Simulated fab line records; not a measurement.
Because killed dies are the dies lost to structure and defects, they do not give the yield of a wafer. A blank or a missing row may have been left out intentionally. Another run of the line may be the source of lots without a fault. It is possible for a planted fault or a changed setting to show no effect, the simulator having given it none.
Problem report in the 8D (eight disciplines) form, filled by code / flow gf180mcu / the parts of the form that need people (team, actions taken, sign-off) are left out

## 1. WHAT WENT WRONG
Wafers without a fault read 140.9 s, standard deviation 0.44; runLengthS at GF_STI_ETCH_13 reads a mean of 130.3 s on 6 wafers belonging to 2 lots. Relative to the usual mean, that is a shift of -24 standard deviations.
The step: etches the open film in CHF3/O2, stops on Si, target depth 282.31 nm, time 112.9 s.
First observed at day 5 08:01: wafer L235.1, on rieDiel-01. The record holds 36 wafers of 12 lots with a number at this step. By rule, "out" or "out of limits" means more than 4 standard deviations away from the usual mean. Any other wafer with a number is counted as sound.

## 2. WHAT IT IS, AND WHAT IT ISN'T
question=which readings at this step; is=runLengthS, oesProductAu; is not=drypumpMotorCurrentA
question=which lots; is=L235, L238; is not=L220, L221, L222, L223, L225, L226, L227, L228, L229, L234
question=which wafers of those lots; is=all that have a number; is not=-
question=read on which tools; is=rieDiel-01; is not=rieDiel-03, rieDiel-04
question=when; is=from day 5 08:01; is not=up to then (30 sound wafers)

## 3. THE SUSPECTS, EACH WITH WHAT RULES IT OUT
Counting: a tool at a process step up to the reading stays a suspect if it ran every lot that is out and no sound lot after the first of them.
- rieDiel-01 at GF_STI_ETCH_13 (etches the open film in CHF3/O2, stops on Si, target depth 282.31 nm, time 112.9 s): kept. It processed each lot that is out, first L235 at day 5 08:01, and no sound lot thereafter; up to then, the last sound lot it processed was L226 at day 3 08:13. Its own readings are out on those wafers: oesProductAu, runLengthS.
Left after counting: rieDiel-01 at GF_STI_ETCH_13.

## 4. THE CAUSE (what the simulator had put in)
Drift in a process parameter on rieDiel-01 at GF_STI_ETCH_13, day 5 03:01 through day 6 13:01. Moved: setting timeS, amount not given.
Only this tool survived the counting.

## 5. THE CHAIN OF EFFECTS, in route order
One row per reading whose mean, taken over the struck wafers that have a number, lies over 3 standard deviations from the usual. Readings are gone through only where the record gives a usual standard deviation; hours: the median, over the lots, of the time from a lot's start at the first step in this table giving one to that lot's start at this step; sigmas: the change measured in usual standard deviations.
hours=0; step=GF_STI_ETCH_13; reading=oesProductAu; usual=0.832 a.u.; on struck wafers=0.918; change=+0.086; sigmas=+14
hours=0; step=GF_STI_ETCH_13; reading=runLengthS; usual=140.9 s; on struck wafers=130.3; change=-10.6; sigmas=-24
hours=0; step=GF_STI_STRIP_15; reading=stripTimeToEndpointS; usual=3.72 s; on struck wafers=3.98; change=+0.26; sigmas=+5.1
It contains these process steps:
- GF_STI_ETCH_13: etches the open film in CHF3/O2, stops on Si, target depth 282.31 nm, time 112.9 s.
- GF_STI_STRIP_15: strips in O2/N2.
At these later measuring or inspecting steps, every struck wafer for which the step has a row has a number for every such reading, and none has moved that far: GF_DNWELL_TW_MEAS_09.

## 6. WHAT WOULD HAVE CAUGHT IT SOONER
The fault began at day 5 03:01; the first out-of-limits reading in this record came at day 5 08:01, 5 hours later.
